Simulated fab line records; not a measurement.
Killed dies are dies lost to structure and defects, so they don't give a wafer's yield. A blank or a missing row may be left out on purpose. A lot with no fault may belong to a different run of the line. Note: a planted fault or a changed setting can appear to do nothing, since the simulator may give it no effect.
fab line records	flow sky130
[record] lots = 13	wafers = 39	last-day = 50
route steps=708 shown FIELD_ISO@24 NWELL@73 LDD_HVN@274 LI_CONTACT@381
lots that met no fault: taken from a fault-free run of the same line
start-h: hours from the record's opening day to when the first of the lot's shown wafers began	wait-h: time in hours since the lot's previous step	" same as the row above	L1.1+2: a single row standing in for several wafers	- no value, or no start was given	* or withheld: withheld	< > ~ a bound
route shown NAME@n: NAME is a module with steps in the file, n the number in the route of the first one	usual: the fault-free wafers' mean and standard deviation	same: alike in all rows	chamber/n: place in a boat	sites: each site's reading	_std_site: standard deviation across them	_edge_site: the outer-site mean with the inner-site mean subtracted	radius-mm: how far each site lies from the wafer's centre	mask NAME#n: copy n	behind: tool/chamber where the wafer was last shaped	hold: reason for holding the lot/hours on hold/outcome of the hold	device: names the non-switching transistor (n, p or np)	end of line: at the end of the route, the tests of the same wafers	where a step has no rows: the recipe by itself	killed: the dies lost at the first sort to structure and to defects; this is not the yield of the wafer	map: the dies of a wafer, with x for killed, . for not killed, _ for no die there
set.NAME: the setting that was run; set.NAME@STEP: the one run at that earlier step	model.NAME: the simulator's own value behind a step, which no gauge read
a sample of lots followed through the steps of the route, with each step as a table and each wafer as a row
services: the hour from which a tool's chamber was out of use, counted from the record's first day as start-h (under 0 if before that day), plus the number of hours and why
[[steps]]
[step SKY_FIELD_ISO_THK_MEAS_23]
[recipe] reads = SiO2_of_FIELD_ISO_OXIDATION_22
[usual] FIELD_ISO_OXIDATION_01_THK = 10.00/0.22
lot.wafer	tool	chamber	start-h	wait-h	FIELD_ISO_OXIDATION_01_THK[nm]
L722.1	film-metro-01	-	40.62	0.0	9.70
L722.5	"	-	"	"	9.85
L722.6	"	-	"	"	9.90
L723.2	film-metro-01	-	46.58	0.0	9.97
L723.5	"	-	"	"	9.99
L723.6	"	-	"	"	10.16
L724.2	film-metro-01	-	53.43	0.0	9.75
L724.3	"	-	"	"	9.93
L724.4	"	-	"	"	9.89
L725.1	film-metro-03	-	57.65	0.0	9.46
L725.2	"	-	"	"	9.37
L725.6	"	-	"	"	9.50
L727.2	film-metro-02	-	65.80	0.0	10.22
L727.3	"	-	"	"	10.19
L727.4	"	-	"	"	10.12
L728.3	film-metro-01	-	72.73	0.0	10.10
L728.4	"	-	"	"	9.94
L728.5	"	-	"	"	9.99
L732.1	film-metro-02	-	96.01	0.0	10.05
L732.2	"	-	"	"	9.86
L732.6	"	-	"	"	9.88
L738.4	film-metro-01	-	124.16	0.0	10.19
L738.5	"	-	"	"	10.30
L738.6	"	-	"	"	10.15
L739.2	film-metro-02	-	130.14	0.0	10.20
L739.3	"	-	"	"	9.99
L739.4	"	-	"	"	10.11
L740.1	film-metro-01	-	136.57	0.0	10.00
L740.3	"	-	"	"	9.93
L740.6	"	-	"	"	10.02
L741.1	film-metro-02	-	142.81	0.0	10.04
L741.5	"	-	"	"	9.86
L741.6	"	-	"	"	9.94
L742.1	film-metro-03	-	148.29	0.0	10.53
L742.4	"	-	"	"	10.46
L742.5	"	-	"	"	10.28
L743.1	film-metro-01	-	151.08	0.0	10.03
L743.2	"	-	"	"	10.21
L743.5	"	-	"	"	10.07
[step SKY_NWELL_EXPOSE_20]
[recipe] mask-id = NWM_COMPLEMENT	na = 0.6	source-shape = conventional	sigma-outer = 0.6	polarization = unpolarized	target-cd-nm = 840	dose-mj = 260
lot.wafer	tool	chamber	start-h	wait-h	mask
L722.1+5+6	iline-stepper-02	0	104.96	-	NWM_COMPLEMENT#0
L723.2+5+6	iline-stepper-01	0	113.32	-	NWM_COMPLEMENT#0
L724.2+3+4	iline-stepper-02	0	119.98	-	NWM_COMPLEMENT#0
L725.1+2+6	iline-stepper-01	0	125.27	-	NWM_COMPLEMENT#0
L727.2+3+4	iline-stepper-02	0	132.76	-	NWM_COMPLEMENT#0
L728.3+4+5	iline-stepper-02	0	139.22	-	PWDEM#0
L732.1+2+6	iline-stepper-02	0	168.08	-	NWM_COMPLEMENT#0
L738.4+5+6	iline-stepper-01	0	200.69	-	NWM_COMPLEMENT#0
L739.2+3+4	iline-stepper-02	0	209.97	-	NWM_COMPLEMENT#0
L740.1+3+6	iline-stepper-01	0	214.76	-	NWM_COMPLEMENT#0
L741.1+5+6	iline-stepper-02	0	220.26	-	NWM_COMPLEMENT#0
L742.1+4+5	iline-stepper-02	0	226.19	-	NWM_COMPLEMENT#0
L743.1+2+5	iline-stepper-01	0	230.03	-	NWM_COMPLEMENT#0
[step SKY_NWELL_OVL_MEAS_23]
[usual] NWELL_01_OVL = -0.8/1.4
lot.wafer	tool	chamber	start-h	wait-h	NWELL_01_OVL[nm]
L722.1	overlay-02	-	113.74	-	-2.1
L722.5	"	-	"	"	-1.4
L722.6	"	-	"	"	0.5
L723.2	overlay-02	-	122.21	-	0.3
L723.5	"	-	"	"	-0.9
L723.6	"	-	"	"	-2.3
L724.2	overlay-02	-	128.99	-	-2.6
L724.3	"	-	"	"	-1.6
L724.4	"	-	"	"	-2.3
L725.1	overlay-02	-	134.79	-	0.5
L725.2	"	-	"	"	1.7
L725.6	"	-	"	"	0.2
L727.2	overlay-02	-	141.85	-	-3.0
L727.3	"	-	"	"	-3.9
L727.4	"	-	"	"	-0.8
L728.3	overlay-01	-	148.90	-	-
L728.4	"	-	"	"	-
L728.5	"	-	"	"	-
L732.1	overlay-01	-	178.00	-	-1.6
L732.2	"	-	"	"	-1.1
L732.6	"	-	"	"	-1.4
L738.4	overlay-02	-	210.81	-	-1.5
L738.5	"	-	"	"	-0.3
L738.6	"	-	"	"	0.3
L739.2	overlay-01	-	221.03	-	-1.2
L739.3	"	-	"	"	-1.0
L739.4	"	-	"	"	-3.3
L740.1	overlay-02	-	225.63	-	-4.0
L740.3	"	-	"	"	-2.3
L740.6	"	-	"	"	-2.2
L741.1	overlay-01	-	230.94	-	-2.0
L741.5	"	-	"	"	-2.9
L741.6	"	-	"	"	-2.0
L742.1	overlay-02	-	237.43	-	0.2
L742.4	"	-	"	"	0.9
L742.5	"	-	"	"	-1.5
L743.1	overlay-02	-	240.93	-	-1.2
L743.2	"	-	"	"	-0.9
L743.5	"	-	"	"	0.2
[step SKY_NWELL_TW_MEAS_26]
[usual] NWELL_2_TW = 493/5.8
lot.wafer	tool	chamber	start-h	wait-h	NWELL_2_TW
L722.1	film-metro-03	-	114.03	0.1	493
L722.5	"	-	"	"	491
L722.6	"	-	"	"	494
L723.2	film-metro-01	-	122.50	0.1	490
L723.5	"	-	"	"	491
L723.6	"	-	"	"	488
L724.2	film-metro-04	-	129.28	0.1	502
L724.3	"	-	"	"	499
L724.4	"	-	"	"	500
L725.1	film-metro-01	-	135.08	0.1	488
L725.2	"	-	"	"	485
L725.6	"	-	"	"	486
L727.2	film-metro-04	-	142.14	0.1	503
L727.3	"	-	"	"	504
L727.4	"	-	"	"	503
L728.3	film-metro-04	-	149.20	0.1	30
L728.4	"	-	"	"	30
L728.5	"	-	"	"	30
L732.1	film-metro-01	-	178.29	0.1	486
L732.2	"	-	"	"	488
L732.6	"	-	"	"	483
L738.4	film-metro-01	-	211.11	0.1	494
L738.5	"	-	"	"	489
L738.6	"	-	"	"	493
L739.2	film-metro-01	-	221.32	0.1	490
L739.3	"	-	"	"	488
L739.4	"	-	"	"	487
L740.1	film-metro-04	-	225.92	0.1	502
L740.3	"	-	"	"	503
L740.6	"	-	"	"	506
L741.1	film-metro-01	-	231.23	0.1	489
L741.5	"	-	"	"	486
L741.6	"	-	"	"	488
L742.1	film-metro-01	-	237.72	0.1	487
L742.4	"	-	"	"	488
L742.5	"	-	"	"	488
L743.1	film-metro-01	-	241.22	0.1	488
L743.2	"	-	"	"	488
L743.5	"	-	"	"	489
[step SKY_LDD_HVN_OVL_MEAS_07]
[usual] LDD_HVN_OVL = -0.3/1.4
lot.wafer	tool	chamber	start-h	wait-h	LDD_HVN_OVL[nm]
L722.1	overlay-02	-	477.98	0.1	-0.3
L722.5	"	-	"	"	-1.1
L722.6	"	-	"	"	-2.4
L723.2	overlay-02	-	488.19	0.1	0.9
L723.5	"	-	"	"	0.5
L723.6	"	-	"	"	-0.6
L724.2	overlay-02	-	502.78	0.1	-0.9
L724.3	"	-	"	"	-0.2
L724.4	"	-	"	"	-0.7
L725.1	overlay-01	-	508.28	0.1	-1.7
L725.2	"	-	"	"	0.2
L725.6	"	-	"	"	-2.1
L727.2	overlay-01	-	517.88	0.1	-3.2
L727.3	"	-	"	"	-1.2
L727.4	"	-	"	"	-0.4
L728.3	overlay-01	-	534.64	0.1	-0.9
L728.4	"	-	"	"	-0.5
L728.5	"	-	"	"	-1.1
L732.1	overlay-02	-	574.59	0.1	-0.2
L732.2	"	-	"	"	0.7
L732.6	"	-	"	"	0.0
L738.4	overlay-01	-	620.70	0.1	2.9
L738.5	"	-	"	"	0.9
L738.6	"	-	"	"	0.3
L739.2	overlay-01	-	625.94	0.1	-1.7
L739.3	"	-	"	"	-0.8
L739.4	"	-	"	"	-0.3
L740.1	overlay-01	-	640.88	0.1	-1.7
L740.3	"	-	"	"	0.6
L740.6	"	-	"	"	-0.3
L742.1	overlay-01	-	671.84	0.1	0.7
L742.4	"	-	"	"	-0.6
L742.5	"	-	"	"	0.9
L741.1	overlay-01	-	672.68	0.1	1.4
L741.5	"	-	"	"	3.8
L741.6	"	-	"	"	2.6
L743.1	overlay-01	-	673.09	0.1	1.4
L743.2	"	-	"	"	-0.2
L743.5	"	-	"	"	0.5
[step SKY_LI_CONTACT_SPUTTER_19]
[recipe] material = Ti	target-thk-nm = 20	chamber-pressure-pa = 5	power-w = 2500	substrate-temp-c = 200	time-s = 106.37
[usual] throttle-valve-pct = 30.4/1
[same] time-s = 106.37
lot.wafer	tool	chamber	start-h	wait-h	throttle-valve-pct
L723.2	pvd-sputter-04	-	700.17	0.0	29.0
L723.5	"	-	"	"	30.1
L723.6	"	-	"	"	29.0
L722.1	pvd-sputter-01	-	700.73	0.0	30.3
L722.5	"	-	"	"	30.6
L722.6	"	-	"	"	32.2
L724.2	pvd-sputter-01	-	711.13	0.0	32.6
L724.3	"	-	"	"	30.4
L724.4	"	-	"	"	32.3
L725.1	pvd-sputter-04	-	714.97	0.0	31.0
L725.2	"	-	"	"	29.1
L725.6	"	-	"	"	29.2
L727.2	pvd-sputter-04	-	724.78	0.0	28.9
L727.3	"	-	"	"	30.4
L727.4	"	-	"	"	30.8
L728.3	pvd-sputter-01	-	739.36	0.0	30.6
L728.4	"	-	"	"	31.1
L728.5	"	-	"	"	30.4
L732.1	pvd-sputter-01	-	775.17	0.0	30.2
L732.2	"	-	"	"	31.4
L732.6	"	-	"	"	30.6
L738.4	pvd-sputter-03	-	821.20	0.0	31.0
L738.5	"	-	"	"	30.7
L738.6	"	-	"	"	29.0
L739.2	pvd-sputter-04	-	825.50	0.0	31.0
L739.3	"	-	"	"	29.9
L739.4	"	-	"	"	30.5
L740.1	pvd-sputter-03	-	837.94	0.0	29.8
L740.3	"	-	"	"	29.1
L740.6	"	-	"	"	29.4
L742.1	pvd-sputter-04	-	866.53	0.0	31.0
L742.4	"	-	"	"	30.6
L742.5	"	-	"	"	29.9
L741.1	pvd-sputter-03	-	866.92	0.0	31.2
L741.5	"	-	"	"	28.9
L741.6	"	-	"	"	29.8
L743.1	pvd-sputter-04	-	868.28	0.0	30.4
L743.2	"	-	"	"	30.0
L743.5	"	-	"	"	29.0
[[services]]
tool	chamber	start-h	hours	kind
iline-stepper-02	-	113.01	0.8	repair
pvd-sputter-04	-	141.82	1.7	repair
iline-stepper-02	-	254.75	8.9	pm
iline-stepper-02	-	263.64	2.1	pm
iline-stepper-02	-	265.73	1.7	pm
iline-stepper-02	-	295.30	28.9	pm
iline-stepper-02	-	325.97	7.2	repair
pvd-sputter-04	-	363.28	7.9	repair
iline-stepper-01	-	383.96	1.7	pm
iline-stepper-01	-	402.49	2.6	repair
iline-stepper-02	-	477.64	4.4	pm
pvd-sputter-04	-	516.96	4.9	repair
pvd-sputter-04	-	518.28	7.3	repair
iline-stepper-01	-	521.61	1.6	repair
iline-stepper-01	-	554.10	0.8	pm
iline-stepper-01	-	561.74	9.5	repair
iline-stepper-01	-	584.19	2.1	pm
pvd-sputter-04	-	588.56	5.2	repair
iline-stepper-02	-	611.03	3.8	repair
pvd-sputter-04	-	625.69	0.5	repair
iline-stepper-02	-	669.96	4.3	pm
iline-stepper-02	-	700.93	1.7	pm
pvd-sputter-04	-	748.21	2.4	repair
pvd-sputter-04	-	765.86	0.5	repair
[[key]]
[first-sign] step = SKY_NWELL_EXPOSE_20	reading = mask	direction = changed
[effect] step = SKY_NWELL_OVL_MEAS_23	reading = NWELL_01_OVL	direction = missing
[effect] step = SKY_NWELL_TW_MEAS_26	reading = NWELL_2_TW	direction = down	sigmas = 80	usual = 493	struck = 30
met-at SKY_NWELL_EXPOSE_20
struck-lots L728
sort-left-out L728.3,L728.4,L728.5
tester-left-out L728
not-acting-at SKY_FIELD_ISO_THK_MEAS_23,SKY_LDD_HVN_OVL_MEAS_07,SKY_LI_CONTACT_SPUTTER_19
onset-between 132.76 139.22
[fault] kind = wrong-mask	tool = any	chamber = -	onset-h = 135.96	steps = SKY_NWELL_EXPOSE_20	aux-copy = PWDEM#0	scope = struck-lots-only
// tester-left-out: of these lots the tester's yield and bins aren't shown, on N5 and GAA mostly nor the transistor test; their killed dies are dies lost to structure and defects alone, not to doping, threshold or leakage, so they don't give the yield
// sort-left-out: the simulated sort isn't trusted on such a fault, so these wafers' sort isn't shown, and their yield isn't known
